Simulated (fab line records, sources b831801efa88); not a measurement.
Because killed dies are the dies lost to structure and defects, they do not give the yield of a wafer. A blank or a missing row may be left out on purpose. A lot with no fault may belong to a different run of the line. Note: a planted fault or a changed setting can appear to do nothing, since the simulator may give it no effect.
fab line records	flow sky130
record lots=6	wafers=16	last-day=50
route steps=708 shown SONOS_ONO@171 GATE_OXIDE@187 POLY_GATE@204 RES_PROTECT@206 SALICIDE@361 PAD_OPEN@708
lots that met no fault: from a run of the same line without faults
start-h: the number of hours between the record's first day and the start of the first shown wafer of the lot	wait-h: how many hours have passed since the lot's step before this one	" identical to the entry in the row above	L1.1+2: one row covering several wafers at once	- value missing, or start not given	* or withheld: withheld	< > ~ a bound
route shown NAME@n: a module of which the file shows steps, and the number in the route of the first	usual: the fault-free wafers' mean and standard deviation	same: alike in all rows	chamber/n: place in a boat	sites: the reading at each site	_std_site: the values' standard deviation	_edge_site: outer sites' mean less inner sites'	radius-mm: for every site, how far away it sits from the centre of the wafer	mask NAME#n: copy n	behind: tool/chamber where the wafer was last shaped	hold: why the lot went on hold/how many hours it stayed there/how the hold came to an end	device: transistor that didn't switch, given as n, p or np	end of line: the same wafers' tests at the end of the route	a step given without rows: its recipe and nothing more	killed: not the wafer's yield, but the dies lost to structure and defects at the first sort	map: a wafer's dies, x killed, . not, _ none there
set.NAME: the setting that was run; set.NAME@STEP: the one run at that earlier step	model.NAME: the simulator's own value behind a step, which no gauge read
lots seen at some steps along the route; tables by step, rows by wafer
services: from which hour (start-h, from the record's first day; less than 0 if before it) a tool's chamber was out of use, for how many hours, and why
## steps
# step SKY_SONOS_ONO_THK_MEAS_03
# recipe reads=Si3N4_of_SONOS_ONO_CVD_02
# usual SONOS_ONO_CVD_02_THK=10.48/0.14
lot.wafer	tool	chamber	start-h	wait-h	SONOS_ONO_CVD_02_THK[nm]
L333.3	film-metro-03	-	271.23	0.0	10.57
L333.4	"	-	"	"	10.65
L333.5	"	-	"	"	10.61
L334.1	film-metro-03	-	280.73	0.0	10.40
L334.2	"	-	"	"	10.36
L334.3	"	-	"	"	10.41
L340.2	film-metro-01	-	325.95	0.0	10.53
L340.4	"	-	"	"	10.56
L341.3	film-metro-01	-	337.40	0.0	10.58
L341.5	"	-	"	"	10.46
L347.1	film-metro-03	-	391.52	0.0	10.65
L347.2	"	-	"	"	10.74
L347.3	"	-	"	"	10.62
L354.1	film-metro-04	-	450.49	0.0	10.17
L354.3	"	-	"	"	10.24
L354.6	"	-	"	"	10.19
# step SKY_SONOS_ONO_CVD_04
# recipe material=SiO2	precursor=SiH4/N2O	target-thk-nm=5.7199	temp-c=900	pressure-mtorr=400
# step SKY_SONOS_ONO_THK_MEAS_05
# recipe reads=SiO2_of_SONOS_ONO_CVD_04
# usual SONOS_ONO_CVD_04_THK=5.66/0.088
lot.wafer	tool	chamber	start-h	wait-h	SONOS_ONO_CVD_04_THK[nm]
L333.3	film-metro-03	-	273.16	0.0	5.71
L333.4	"	-	"	"	5.67
L333.5	"	-	"	"	5.85
L334.1	film-metro-01	-	282.04	0.0	5.42
L334.2	"	-	"	"	5.60
L334.3	"	-	"	"	5.39
L340.2	film-metro-03	-	327.26	0.0	5.71
L340.4	"	-	"	"	5.67
L341.3	film-metro-03	-	338.71	0.0	5.74
L341.5	"	-	"	"	5.65
L347.1	film-metro-01	-	392.83	0.0	5.68
L347.2	"	-	"	"	5.83
L347.3	"	-	"	"	5.60
L354.1	film-metro-04	-	452.43	0.0	5.74
L354.3	"	-	"	"	5.66
L354.6	"	-	"	"	5.57
# step SKY_SONOS_ONO_DEHYDRATE_06
# recipe temp-c=200	time-s=60
# step SKY_SONOS_ONO_HMDS_07
# recipe prime-time-s=60	prime-temp-c=120
# step SKY_SONOS_ONO_COAT_08
# recipe resist=NOVOLAK	spin-rpm=3000	resist-thk-nm=1140
# step SKY_SONOS_ONO_SOFTBAKE_09
# recipe temp-c=90	time-s=60	resist=NOVOLAK
# step SKY_SONOS_ONO_EXPOSE_10
# recipe mask-id=ONOM	target-cd-nm=410	na=0.6	source-shape=conventional	sigma-outer=0.6	dose-mj=150
# step SKY_SONOS_ONO_PEB_11
# recipe temp-c=withheld	time-s=*	resist=NOVOLAK
# step SKY_SONOS_ONO_DEVELOP_12
# recipe develop-time-s=60	dev-temp-c=23
# step SKY_SONOS_ONO_CD_MEAS_13
# recipe target-cd-nm=410
# usual cd-nm=410.5/2.4
lot.wafer	tool	chamber	start-h	wait-h	cd-nm
L333.3	cd-sem-01	-	298.85	0.1	405.6
L333.4	"	-	"	"	407.8
L333.5	"	-	"	"	407.1
L334.1	cd-sem-01	-	307.71	0.1	408.6
L334.2	"	-	"	"	406.9
L334.3	"	-	"	"	408.7
L340.2	cd-sem-02	-	354.00	0.1	414.3
L340.4	"	-	"	"	413.5
L341.3	cd-sem-02	-	365.46	0.1	410.8
L341.5	"	-	"	"	412.6
L347.1	cd-sem-02	-	421.81	0.1	413.2
L347.2	"	-	"	"	411.4
L347.3	"	-	"	"	411.3
L354.1	cd-sem-02	-	482.89	0.2	411.7
L354.3	"	-	"	"	407.6
L354.6	"	-	"	"	411.1
# step SKY_SONOS_ONO_OVL_MEAS_14
# usual SONOS_ONO_OVL=-0.1/1.5
lot.wafer	tool	chamber	start-h	wait-h	SONOS_ONO_OVL[nm]
L333.3	overlay-02	-	298.94	0.1	-2.5
L333.4	"	-	"	"	-2.0
L333.5	"	-	"	"	-2.7
L334.1	overlay-01	-	307.83	0.1	0.8
L334.2	"	-	"	"	1.3
L334.3	"	-	"	"	1.3
L340.2	overlay-01	-	354.11	0.1	1.5
L340.4	"	-	"	"	1.1
L341.3	overlay-01	-	365.58	0.1	3.1
L341.5	"	-	"	"	-0.7
L347.1	overlay-02	-	421.93	0.1	-1.2
L347.2	"	-	"	"	-0.8
L347.3	"	-	"	"	-1.8
L354.1	overlay-01	-	483.01	0.1	-0.4
L354.3	"	-	"	"	-0.4
L354.6	"	-	"	"	1.2
# step SKY_SONOS_ONO_ETCH_15
# recipe target-depth-nm=19.52	chemistry=CHF3/O2	source-w=600	bias-w=200	pressure-mtorr=40	chf3-flow-sccm=50	O2_flow_sccm=5	time-s=7.8
# usual drypump-motor-current-A=5.7/0.48	oes-product-au=0.998/0.0097	throttle-valve-pct=8.825/0.0095
lot.wafer	tool	chamber	start-h	wait-h	drypump-motor-current-A	oes-product-au	rf-hours-counter-h	throttle-valve-pct	model.SONOS_ONO.feature-depth-nm	model.etch.depth-nm	model.NOVOLAK_of_SONOS_ONO_COAT_08.thk-nm
L333.3	rie-diel-02	1	298.96	0.0	6.0	0.995	51	8.813	19.46	19.46	1123
L333.4	"	0	"	"	6.0	1.004	0	8.818	19.45	19.45	1120
L333.5	"	1	"	"	6.0	1.002	-	8.821	19.36	19.36	1123
L334.1	rie-diel-01	2	307.86	0.0	6.0	0.982	98	8.809	19.17	19.17	1121
L334.2	"	0	"	"	5.7	1.011	1	8.827	19.7	19.7	1121
L334.3	"	2	"	"	6.0	0.991	-	8.816	19.18	19.18	1120
L340.2	rie-diel-01	2	354.14	0.0	6.0	0.982	99	8.832	35.26	35.26	1110
L340.4	"	0	"	"	5.6	0.998	2	8.830	19.38	19.38	1121
L341.3	rie-diel-01	1	365.60	0.0	5.3	0.987	1	8.830	19.12	19.12	1125
L341.5	"	2	"	"	6.0	0.980	-	8.833	35.1	35.1	1112
L347.1	rie-diel-03	1	421.96	0.0	4.7	0.998	42	8.813	19.38	19.38	1126
L347.2	"	3	"	"	5.3	0.989	71	8.834	19.35	19.35	1124
L347.3	"	2	"	"	5.8	1.007	3	8.838	19.71	19.71	1126
L354.1	rie-diel-03	0	483.05	0.0	6.2	1.009	1	8.841	19.68	19.68	1120
L354.3	"	3	"	"	5.3	1.007	72	8.815	19.58	19.58	1122
L354.6	"	2	"	"	5.7	1.010	-	8.823	20.21	20.21	1121
# step SKY_SONOS_ONO_WET_ETCH_16
# recipe chemistry=dHF	target-depth-nm=14	dry=n2-spin	target=SiO2	dilution=100:1	temp-c=25	time-s=280
# step SKY_SONOS_ONO_STRIP_17
# recipe chemistry=O2/N2	power-w=1400	pressure-mtorr=1500	platen-temp-c=withheld	o2-flow-sccm=3000	n2-flow-sccm=300	overash-fraction=0.5
# usual drypump-motor-current-A=5.8/0.56	oes-product-au=0.710/0.0047	strip-time-to-endpoint-s=14.09/0.037
lot.wafer	tool	chamber	start-h	wait-h	drypump-motor-current-A	oes-product-au	rf-hours-counter-h	strip-time-to-endpoint-s
L333.3	plasma-asher-01	1	299.11	0.0	6.6	0.708	-	14.10
L333.4	"	0	"	"	6.5	0.716	-	14.06
L333.5	"	1	"	"	6.6	0.715	-	14.10
L334.1	plasma-asher-01	0	308.01	0.0	6.5	0.718	48	14.07
L334.2	"	1	"	"	6.6	0.714	48	14.04
L334.3	"	0	"	"	6.5	0.709	-	14.04
L340.2	plasma-asher-04	0	354.25	0.0	5.6	0.724	24	13.92
L340.4	"	0	"	"	5.5	0.696	-	14.05
L341.3	plasma-asher-02	1	365.74	0.0	5.7	0.713	-	14.12
L341.5	"	0	"	"	5.3	0.706	-	13.98
L347.1	plasma-asher-01	0	422.07	0.0	6.5	0.703	59	14.15
L347.2	"	1	"	"	6.6	0.718	59	14.09
L347.3	"	1	"	"	6.6	0.712	-	14.11
L354.1	plasma-asher-04	1	483.15	0.0	5.2	0.708	37	14.05
L354.3	"	1	"	"	5.2	0.716	-	14.08
L354.6	"	1	"	"	5.2	0.709	-	14.06
# step SKY_SONOS_ONO_WET_ETCH_18
# recipe chemistry=H3PO4	target-depth-nm=15	target=Si3N4	temp-c=160	time-s=172
# step SKY_GATE_OXIDE_CLEAN_00
# recipe chemistry=SC1/SC2	mix=1:4:20	temp-c=70	time-s=150	dry=n2-spin
# step SKY_GATE_OXIDE_OXIDATION_01
# recipe temp-c=900	ambient=O2	stabilise-s=600	purge-s=300	target-thk-a=102.68	ox-time-s=1473
# step SKY_GATE_OXIDE_THK_MEAS_02
# recipe reads=SiO2_of_GATE_OXIDE_OXIDATION_01
# usual GATE_OXIDE_OXIDATION_00_THK=10.32/0.22
lot.wafer	tool	chamber	start-h	wait-h	GATE_OXIDE_OXIDATION_00_THK[nm]
L333.3	film-metro-03	-	301.00	0.0	10.65
L333.4	"	-	"	"	10.60
L333.5	"	-	"	"	10.58
L334.1	film-metro-04	-	311.79	0.0	10.27
L334.2	"	-	"	"	10.34
L334.3	"	-	"	"	10.29
L340.2	film-metro-02	-	355.88	0.0	10.21
L340.4	"	-	"	"	10.16
L341.3	film-metro-04	-	369.45	0.0	10.34
L341.5	"	-	"	"	10.49
L347.1	film-metro-03	-	424.29	0.0	9.90
L347.2	"	-	"	"	9.88
L347.3	"	-	"	"	9.93
L354.1	film-metro-02	-	484.82	0.0	9.97
L354.3	"	-	"	"	10.16
L354.6	"	-	"	"	9.98
# step SKY_GATE_OXIDE_DEHYDRATE_03
# recipe temp-c=200	time-s=60
# step SKY_GATE_OXIDE_HMDS_04
# recipe prime-time-s=60	prime-temp-c=120
# step SKY_GATE_OXIDE_COAT_05
# recipe resist=NOVOLAK	spin-rpm=3000	resist-thk-nm=1140
# step SKY_GATE_OXIDE_SOFTBAKE_06
# recipe temp-c=90	time-s=60	resist=NOVOLAK
# step SKY_GATE_OXIDE_EXPOSE_07
# recipe mask-id=LVOM	na=0.6	source-shape=conventional	sigma-outer=0.6	polarization=unpolarized	target-cd-nm=600	dose-mj=170
# step SKY_GATE_OXIDE_PEB_08
# recipe temp-c=withheld	time-s=*	resist=NOVOLAK
# step SKY_GATE_OXIDE_DEVELOP_09
# recipe resist=NOVOLAK	developer=TMAH	develop-time-s=60	dev-temp-c=23
# step SKY_GATE_OXIDE_OVL_MEAS_10
# usual GATE_OXIDE_OVL=-0.3/1.2
lot.wafer	tool	chamber	start-h	wait-h	GATE_OXIDE_OVL[nm]
L333.3	overlay-01	-	326.83	0.1	1.3
L333.4	"	-	"	"	0.3
L333.5	"	-	"	"	0.2
L334.1	overlay-02	-	337.76	0.1	0.3
L334.2	"	-	"	"	1.7
L334.3	"	-	"	"	0.3
L340.2	overlay-01	-	384.33	0.1	1.2
L340.4	"	-	"	"	1.3
L341.3	overlay-01	-	398.17	0.1	-2.5
L341.5	"	-	"	"	0.1
L347.1	overlay-02	-	454.58	0.1	1.5
L347.2	"	-	"	"	1.9
L347.3	"	-	"	"	0.7
L354.1	overlay-02	-	515.48	0.1	-0.4
L354.3	"	-	"	"	-1.4
L354.6	"	-	"	"	-0.6
# step SKY_GATE_OXIDE_IMPLANT_11
# recipe species=B	energy-kev=10	dose-cm2=2.6e+12	tilt-deg=withheld
# step SKY_GATE_OXIDE_WET_ETCH_12
# recipe chemistry=dHF	target-depth-nm=16.8	dry=n2-spin	target=SiO2	dilution=100:1	temp-c=25	time-s=336
# step SKY_GATE_OXIDE_STRIP_13
# recipe chemistry=O2/N2	power-w=1400	pressure-mtorr=1500	platen-temp-c=withheld	o2-flow-sccm=3000	n2-flow-sccm=300	overash-fraction=0.5
# usual drypump-motor-current-A=6.0/0.48	oes-product-au=0.716/0.0047	strip-time-to-endpoint-s=14.18/0.04
lot.wafer	tool	chamber	start-h	wait-h	drypump-motor-current-A	oes-product-au	rf-hours-counter-h	strip-time-to-endpoint-s
L333.3	plasma-asher-03	1	327.14	0.0	5.7	0.724	-	14.17
L333.4	"	0	"	"	5.6	0.711	-	14.17
L333.5	"	1	"	"	5.7	0.720	-	14.14
L334.1	plasma-asher-01	1	338.05	0.0	6.6	0.718	51	14.21
L334.2	"	0	"	"	6.5	0.715	51	14.22
L334.3	"	0	"	"	6.5	0.724	-	14.23
L340.2	plasma-asher-03	0	384.61	0.0	5.6	0.720	68	14.16
L340.4	"	1	"	"	5.7	0.716	-	14.21
L341.3	plasma-asher-02	0	398.48	0.0	5.3	0.710	-	14.11
L341.5	"	0	"	"	5.3	0.716	-	14.22
L347.1	plasma-asher-03	1	454.88	0.0	5.7	0.708	1	14.19
L347.2	"	0	"	"	5.6	0.711	1	14.13
L347.3	"	0	"	"	5.6	0.717	-	14.22
L354.1	plasma-asher-01	1	515.77	0.0	6.6	0.712	70	14.16
L354.3	"	1	"	"	6.6	0.721	-	14.22
L354.6	"	0	"	"	6.5	0.714	-	14.18
# step SKY_GATE_OXIDE_TW_MEAS_14
# usual GATE_OXIDE_TW=223.1/1.6
lot.wafer	tool	chamber	start-h	wait-h	GATE_OXIDE_TW
L333.3	film-metro-02	-	327.23	0.1	222.8
L333.4	"	-	"	"	222.0
L333.5	"	-	"	"	223.6
L334.1	film-metro-03	-	338.15	0.1	226.4
L334.2	"	-	"	"	226.6
L334.3	"	-	"	"	226.4
L340.2	film-metro-02	-	384.72	0.1	224.2
L340.4	"	-	"	"	223.9
L341.3	film-metro-04	-	398.58	0.1	222.3
L341.5	"	-	"	"	222.3
L347.1	film-metro-02	-	454.98	0.1	221.8
L347.2	"	-	"	"	222.4
L347.3	"	-	"	"	223.6
L354.1	film-metro-03	-	515.87	0.1	224.1
L354.3	"	-	"	"	223.1
L354.6	"	-	"	"	224.6
# step SKY_GATE_OXIDE_CLEAN_15
# recipe chemistry=SC1/SC2	mix=1:4:20	temp-c=70	time-s=150	dry=n2-spin
# step SKY_GATE_OXIDE_OXIDATION_16
# recipe temp-c=800	ambient=O2	idle-temp-c=700	ramp-up-c-per-min=10	ramp-down-c-per-min=3	stabilise-s=600	purge-s=300	target-thk-a=35.7	ox-time-s=1915
# step SKY_POLY_GATE_CVD_00
# recipe material=poly-Si	target-thk-nm=180	temp-c=620	time-s=720	pressure-mtorr=200
# step SKY_POLY_GATE_THK_MEAS_01
# recipe reads=poly-Si_of_POLY_GATE_CVD_00
# usual POLY_GATE_CVD_00_THK=179.5/1.9
lot.wafer	tool	chamber	start-h	wait-h	POLY_GATE_CVD_00_THK[nm]
L333.3	film-metro-01	-	334.67	0.0	178.7
L333.4	"	-	"	"	178.5
L333.5	"	-	"	"	178.8
L334.1	film-metro-02	-	343.08	0.0	178.5
L334.2	"	-	"	"	177.5
L334.3	"	-	"	"	177.7
L340.2	film-metro-04	-	387.56	0.0	177.5
L340.4	"	-	"	"	178.1
L341.3	film-metro-01	-	401.66	0.0	179.5
L341.5	"	-	"	"	181.4
L347.1	film-metro-01	-	457.82	0.0	177.9
L347.2	"	-	"	"	179.2
L347.3	"	-	"	"	179.0
L354.1	film-metro-01	-	518.71	0.0	181.3
L354.3	"	-	"	"	179.9
L354.6	"	-	"	"	181.1
# step SKY_RES_PROTECT_DEHYDRATE_00
# recipe temp-c=200	time-s=60
# step SKY_RES_PROTECT_HMDS_01
# recipe prime-time-s=60	prime-temp-c=120
# step SKY_RES_PROTECT_COAT_02
# recipe resist=NOVOLAK	spin-rpm=3000	resist-thk-nm=1140
# step SKY_RES_PROTECT_SOFTBAKE_03
# recipe temp-c=90	time-s=60	resist=NOVOLAK
# step SKY_RES_PROTECT_EXPOSE_04
# recipe mask-id=RPM	na=0.6	source-shape=conventional	sigma-outer=0.6	polarization=unpolarized	target-cd-nm=1270	dose-mj=131
# step SKY_RES_PROTECT_PEB_05
# recipe temp-c=withheld	time-s=*	resist=NOVOLAK
# step SKY_RES_PROTECT_DEVELOP_06
# recipe resist=NOVOLAK	developer=TMAH	develop-time-s=60	dev-temp-c=23
# step SKY_SALICIDE_CLEAN_00
# recipe chemistry=HF-last	time-s=30	dilution=100:1	dry=ipa-marangoni
lot.wafer	tool	chamber	start-h	wait-h	model.SiO2_of_FIELD_ISO_CVD_24.thk-nm
L333.3	wet-bench-03	2	671.73	0.1	358.2
L333.4	"	2	"	"	358.6
L333.5	"	2	"	"	357.8
L334.1	wet-bench-02	3	677.88	0.1	356.8
L334.2	"	3	"	"	355.3
L334.3	"	3	"	"	356.7
L340.2	wet-bench-04	1	719.11	0.1	357.8
L340.4	"	1	"	"	358.6
L341.3	wet-bench-03	1	733.81	0.1	358.5
L341.5	"	1	"	"	355.6
L347.1	wet-bench-03	3	784.87	0.1	360.2
L347.2	"	3	"	"	358.8
L347.3	"	3	"	"	360.6
L354.1	wet-bench-03	1	835.58	0.1	357.8
L354.3	"	1	"	"	358.4
L354.6	"	1	"	"	358.7
# step SKY_PAD_OPEN_PROBE_99
# usual killed_at_M0_to_M3=45/6.8	killed_at_M4_up=3.2/1.6	killed-at-contacts=24/5.1	killed-at-front-end=14/4.4	killed-at-other=0.4/0.65	killed-dies=87/8.8	killed-open=47/7.2	killed-short=39/6.1
# same gross-dies=492	killed-at-back-side=0
lot.wafer	tool	chamber	start-h	wait-h	killed_at_M0_to_M3	killed_at_M4_up	killed-at-contacts	killed-at-front-end	killed-at-other	killed-dies	killed-open	killed-short	model.etest.cap-poly-to-well.c-af-um2	model.etest.cap-li-to-poly.c-af-um2	model.etest.field-n.vt-v	model.etest.sram-nfet-pass.off-log10-a-um	model.etest.nfet_01v8.off-log10-a-um	model.etest.sram-nfet-pass.vt-sat-v	model.etest.sram-nfet-pass.vt-v	model.etest.pfet_16v.vt-v
L333.3	prober-02	-	1092.99	0.2	42	4	20	27	0	93	42	48	92.67	99.78	35.73	-12.9	-13.27	0.5881	0.6816	-1.087
L333.4	prober-02	-	1093.04	0.2	42	3	35	19	1	100	53	47	91.57	100.2	36.13	-12.78	-13.36	0.5684	0.6678	-1.096
L333.5	prober-02	-	1093.09	0.2	43	6	20	19	1	89	43	45	91.28	94.76	36.48	-12.8	-13.44	0.5698	0.6688	-1.09
L334.1	prober-01	-	1096.24	0.1	40	1	28	12	0	81	42	39	89.34	96.06	36.26	-12.31	-13.16	0.5315	0.6326	-1.09
L334.2	prober-01	-	1096.29	0.1	48	2	39	11	0	100	62	37	94.52	97.92	35.45	-12.61	-13.31	0.5622	0.6602	-1.083
L334.3	prober-01	-	1096.34	0.2	48	2	34	7	1	92	51	41	91.49	98.22	35.18	-12.54	-13.22	0.5542	0.6562	-1.091
L340.2	prober-01	-	1126.39	0.1	52	0	21	11	0	84	46	38	95.64	92.48	35	-12.01	-13.01	0.5042	0.6066	-1.102
L340.4	prober-01	-	1126.49	0.2	37	3	31	9	1	81	52	29	88.93	94.79	35.67	-12.52	-13.25	0.5556	0.6604	-1.075
L341.3	prober-02	-	1137.91	0.2	45	5	22	15	2	89	38	51	91.13	95.94	35.73	-12.5	-13.31	0.5635	0.6593	-1.094
L341.5	prober-02	-	1138.01	0.2	56	1	22	14	1	94	51	43	96.53	94.81	34.1	-12.23	-13.07	0.5432	0.6427	-1.13
L347.1	prober-02	-	1169.99	0.1	44	6	20	12	0	82	43	39	90.88	96.52	36.44	-12.75	-13.15	0.5679	0.6702	-1.093
L347.2	prober-02	-	1170.04	0.1	37	6	22	16	0	81	46	35	90.27	99.57	36.01	-12.61	-13.27	0.567	0.6706	-1.102
L347.3	prober-02	-	1170.09	0.2	40	2	25	13	0	80	35	45	89.89	96.47	36.37	-12.97	-13.33	0.5961	0.7037	-1.105
L354.1	prober-01	-	1202.93	0.1	54	4	17	19	0	94	46	48	91.8	97.54	35.6	-12.48	-13.39	0.5585	0.6565	-1.089
L354.3	prober-01	-	1203.03	0.2	47	2	18	13	1	81	45	36	91.42	96.15	36.06	-12.7	-13.2	0.5684	0.6666	-1.099
L354.6	prober-01	-	1203.18	0.2	53	2	29	14	1	99	59	39	93.36	96.76	35.51	-12.62	-13.2	0.5709	0.6694	-1.093
# killed by level:class
L333.3 VIA1:geometric-particle:open=9 POLY_GATE:geometric-particle:short=8 VIA3:geometric-particle:open=8 METAL1:geometric-particle:short=7 POLY_GATE:geometric-particle:open=6 CONTACT:geometric-particle:short=6 LI_CONTACT:geometric-particle:open=6 VIA2:geometric-particle:open=5
L333.4 CONTACT:geometric-particle:open=15 LI_CONTACT:geometric-particle:open=9 VIA3:geometric-particle:short=6 POLY_GATE:geometric-particle:open=5 METAL1:geometric-particle:short=5 VIA1:geometric-particle:short=5 VIA1:geometric-particle:open=5 FIELD_ISO:geometric-particle:open=4
L333.5 VIA1:geometric-particle:open=8 METAL1:geometric-particle:short=7 LI_CONTACT:geometric-particle:open=6 VIA3:geometric-particle:open=6 POLY_GATE:geometric-particle:short=5 POLY_GATE:geometric-particle:open=5 CONTACT:geometric-particle:open=5 VIA2:geometric-particle:open=5
L334.1 VIA1:geometric-particle:open=10 CONTACT:geometric-particle:open=9 LI_CONTACT:geometric-particle:open=8 CONTACT:geometric-particle:short=7 FIELD_ISO:geometric-particle:short=5 METAL1:geometric-particle:short=5 METAL3:geometric-particle:short=5 METAL1:geometric-particle:open=4
L334.2 CONTACT:geometric-particle:open=16 LI_CONTACT:geometric-particle:open=12 VIA1:geometric-particle:open=9 VIA2:geometric-particle:open=8 VIA3:geometric-particle:open=7 METAL2:geometric-particle:short=6 METAL3:geometric-particle:short=5 LOCAL_INTERCONNECT:geometric-particle:short=4
L334.3 VIA1:geometric-particle:open=13 LI_CONTACT:geometric-particle:open=10 CONTACT:geometric-particle:open=9 METAL2:geometric-particle:short=8 VIA3:geometric-particle:open=7 VIA1:geometric-particle:short=6 CONTACT:geometric-particle:short=5 LI_CONTACT:geometric-particle:short=4
L340.2 VIA1:geometric-particle:open=12 VIA2:geometric-particle:open=10 CONTACT:geometric-particle:open=9 VIA1:geometric-particle:short=5 VIA3:geometric-particle:open=5 LI_CONTACT:geometric-particle:open=4 METAL2:geometric-particle:short=4 VIA2:geometric-particle:short=4
L340.4 CONTACT:geometric-particle:open=16 VIA2:geometric-particle:open=10 LI_CONTACT:geometric-particle:open=6 VIA1:geometric-particle:open=6 METAL1:geometric-particle:short=5 LOCAL_INTERCONNECT:geometric-particle:short=4 CONTACT:geometric-particle:short=4 METAL2:geometric-particle:open=4
L341.3 VIA1:geometric-particle:open=11 VIA1:geometric-particle:short=7 METAL1:geometric-particle:short=7 CONTACT:geometric-particle:open=6 VIA2:geometric-particle:short=6 LOCAL_INTERCONNECT:geometric-particle:short=5 CONTACT:geometric-particle:short=5 POLY_GATE:geometric-particle:open=4
L341.5 VIA1:geometric-particle:open=17 METAL1:geometric-particle:short=8 LI_CONTACT:geometric-particle:open=7 CONTACT:geometric-particle:open=7 VIA2:geometric-particle:short=7 VIA3:geometric-particle:open=7 CONTACT:geometric-particle:short=5 VIA1:geometric-particle:short=5
L347.1 CONTACT:geometric-particle:open=11 VIA3:geometric-particle:open=9 VIA1:geometric-particle:open=8 METAL1:geometric-particle:short=5 FIELD_ISO:geometric-particle:open=4 FIELD_ISO:geometric-particle:short=4 CONTACT:geometric-particle:short=4 VIA1:geometric-particle:short=4
L347.2 VIA1:geometric-particle:open=12 LI_CONTACT:geometric-particle:open=7 CONTACT:geometric-particle:open=7 METAL1:geometric-particle:short=6 VIA1:geometric-particle:short=5 METAL4:geometric-particle:short=5 POLY_GATE:geometric-particle:open=4 LOCAL_INTERCONNECT:geometric-particle:short=4
L347.3 CONTACT:geometric-particle:open=8 METAL1:geometric-particle:short=8 VIA1:geometric-particle:open=7 METAL2:geometric-particle:short=7 LI_CONTACT:geometric-particle:open=6 FIELD_ISO:geometric-particle:short=5 FIELD_ISO:geometric-particle:open=4 CONTACT:geometric-particle:short=4
L354.1 VIA1:geometric-particle:open=13 METAL2:geometric-particle:short=9 METAL1:geometric-particle:short=7 CONTACT:geometric-particle:open=6 VIA2:geometric-particle:open=5 VIA3:geometric-particle:open=5 METAL4:geometric-particle:short=4 VIA3:geometric-particle:short=4
L354.3 VIA2:geometric-particle:open=11 VIA1:geometric-particle:open=10 CONTACT:geometric-particle:open=9 VIA1:geometric-particle:short=8 LI_CONTACT:geometric-particle:open=5 METAL2:geometric-particle:short=4 VIA2:geometric-particle:short=4 FIELD_ISO:geometric-particle:short=3
L354.6 VIA3:geometric-particle:open=15 CONTACT:geometric-particle:open=12 VIA1:geometric-particle:open=9 VIA2:geometric-particle:open=7 CONTACT:geometric-particle:short=5 FIELD_ISO:geometric-particle:open=4 LI_CONTACT:geometric-particle:open=4 METAL1:geometric-particle:short=4
## services
tool	chamber	start-h	hours	kind
rie-diel-03	2	279.40	4.6	repair
rie-diel-03	1	279.68	42.9	repair
rie-diel-01	3	306.87	2.7	repair
rie-diel-03	0	314.47	18.7	repair
plasma-asher-01	-	314.88	2.8	pm
rie-diel-01	2	315.43	19.0	repair
rie-diel-01	-	341.54	2.8	pm
plasma-asher-01	-	368.60	2.8	repair
rie-diel-03	2	404.82	1.9	repair
plasma-asher-03	-	421.25	9.0	pm
plasma-asher-03	-	428.92	11.5	repair
plasma-asher-03	-	431.45	0.9	repair
plasma-asher-03	-	440.38	4.0	pm
rie-diel-01	0	446.29	2.9	repair
rie-diel-01	0	462.88	4.6	repair
rie-diel-03	2	478.61	4.2	repair
rie-diel-01	0	546.79	13.9	repair
plasma-asher-01	-	548.97	6.7	repair
rie-diel-03	1	561.45	1.8	repair
rie-diel-01	0	601.28	1.6	repair
rie-diel-01	0	712.86	9.8	repair
plasma-asher-03	-	741.04	0.9	repair
rie-diel-01	-	749.33	14.6	pm
wet-bench-03	-	818.57	2.8	repair
## key
first-sign step=SKY_SONOS_ONO_STRIP_17	reading=strip-time-to-endpoint-s	direction=down	sigmas=4	usual=*	struck=*
effect none on later readings
model-effect step=SKY_SONOS_ONO_ETCH_15	value=SONOS_ONO.feature-depth-nm	without=18.98	struck=35.18
model-effect step=SKY_SALICIDE_CLEAN_00	value=SiO2_of_FIELD_ISO_CVD_24.thk-nm	without=359.4	struck=356.7
model-effect step=SKY_PAD_OPEN_PROBE_99	value=etest.cap-poly-to-well.c-af-um2	without=92.03	struck=96.08
met-at SKY_SONOS_ONO_ETCH_15
struck-wafers L340.2,L341.5
tester-left-out L340,L341
onset-between 307.86 354.14
fault kind=process-parameter-drift	tool=rie-diel-01	chamber=-	onset-h=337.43	steps=SKY_SONOS_ONO_ETCH_15	channel=time-s	offset=*	shape=step	end-h=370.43	scope=struck-wafers-only	acts-in=*	stated=*
# tester-left-out: of these lots the tester's yield and bins aren't shown, on N5 and GAA mostly nor the transistor test; their killed dies are dies lost to structure and defects alone, not to doping, threshold or leakage, so they don't give the yield
